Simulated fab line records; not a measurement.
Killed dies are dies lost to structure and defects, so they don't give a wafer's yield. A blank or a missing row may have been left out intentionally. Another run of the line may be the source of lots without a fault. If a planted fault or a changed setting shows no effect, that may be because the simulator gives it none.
Lot-split experiment | flow sfq line | route with 325 steps; 5 lots, 23 wafers read

== ON THE SPLIT ==
At SFQ_TRILAYER_M6_LITHO_PEB_162 (peb time 60 s), the setting peb temp c was moved away from the recipe's 115 C on 8 of the 23 wafers read, by -1.9% to +3.1%. This setting was run at the recipe's value on the other wafers.

== FROM THE SPLIT TO THE READING: what the file shows between them, 1 step ==
- SFQ_TRILAYER_M6_LITHO_DEVELOP_161: time 60 s

== THE READING ==
M6.cd nm (the simulator's own value, which no gauge read), in nm, at SFQ_TRILAYER_M6_BARC_OPEN_METAL_ETCH_206 (etches BARC in O2, target depth 125 nm, time 41.7 s). No usual value for it is given in the file. Here, 15 wafers ran the recipe; their average is 500.6 nm with a standard deviation of 1.1 nm.

wafer  | tool, chamber at the split | peb temp c as run, C | against the recipe | M6.cd nm, nm | against lot-mates on the recipe
L076.1 | litho track-02, 0          | 115                  | recipe             | 499.4        | -
L076.6 | litho track-02, 0          | 115                  | recipe             | 499.4        | -
L076.2 | litho track-02, 0          | 118.6                | +3.1%              | 444.3        | -55.1
L076.3 | litho track-02, 0          | 118.6                | +3.1%              | 443          | -56.4
L076.4 | litho track-02, 0          | 118.6                | +3.1%              | 444.5        | -54.9
L078.1 | litho track-01, 0          | 112.8                | -1.9%              | 543.5        | +43.7
L078.2 | litho track-01, 0          | 115                  | recipe             | 499.7        | -
L078.6 | litho track-01, 0          | 115                  | recipe             | 499.7        | -
L078.4 | litho track-01, 0          | 115                  | recipe             | 500          | -
L078.5 | litho track-01, 0          | 112.8                | -1.9%              | 541.6        | +41.8
L079.2 | litho track-03, 0          | 115                  | recipe             | 500.9        | -
L079.3 | litho track-03, 0          | 115                  | recipe             | 500.5        | -
L079.5 | litho track-03, 0          | 115                  | recipe             | 500.6        | -
L080.1 | litho track-02, 0          | 115                  | recipe             | 500.7        | -
L080.3 | litho track-02, 0          | 117.3                | +2.0%              | 461.6        | -38.3
L080.4 | litho track-02, 0          | 117.3                | +2.0%              | 462.7        | -37.2
L080.5 | litho track-02, 0          | 117.3                | +2.0%              | 460.9        | -39.0
L080.6 | litho track-02, 0          | 115                  | recipe             | 499.1        | -
L081.1 | litho track-01, 0          | 115                  | recipe             | 501.8        | -
L081.6 | litho track-01, 0          | 115                  | recipe             | 501.8        | -
L081.2 | litho track-01, 0          | 115                  | recipe             | 502.6        | -
L081.4 | litho track-01, 0          | 115                  | recipe             | 501.5        | -
L081.5 | litho track-01, 0          | 115                  | recipe             | 502          | -

FIT RESULTS
A straight line over all 23 wafers: M6.cd nm changes by -19.2 nm for each +1% of peb temp c; r = -1.00; the points scatter about the line by 2.1 nm.
The same after taking each lot's own level away (the mean of its wafers on the recipe; 23 wafers): -19 nm for each +1%; r = -1.00; scatter 2.3 nm.
That fit puts the effect of the largest move of peb temp c on the reading at 59 nm.
From 499.40 to 501.94 nm: that is the span of the lots' own levels, equal to 2.4 times the standard deviation above.
Consequently the slope shifts little with the lot-to-lot level, the two slopes agreeing.
Check: -59.3 nm against its lot-mates is what the line predicts for one of the wafers moved furthest among these (+3.1%) when that wafer is left out of the fit. It came out at -55.1 nm against them.

== ADDITIONAL SPLITS CARRIED BY THESE WAFERS ==
These wafers also went through other splits before the reading. Each is held against what the fit with the lots' levels taken away leaves over:
other split on the same wafers           | wafers away from the commonest value | r with M6.cd nm (lot level and that fit taken away)
SFQ_TRILAYER_R5_LITHO_PEB_139 peb time s | 8                                    | -0.38
SFQ_TRILAYER_C5_LITHO_COAT_156 spin rpm  | 4                                    | +0.30
SFQ_TRILAYER_M6_LITHO_COAT_159 spin rpm  | 4                                    | -0.35

== FILE'S OWN FIT ==
M6.cd nm changes by -19 nm for each +1% of peb temp c, r = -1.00.
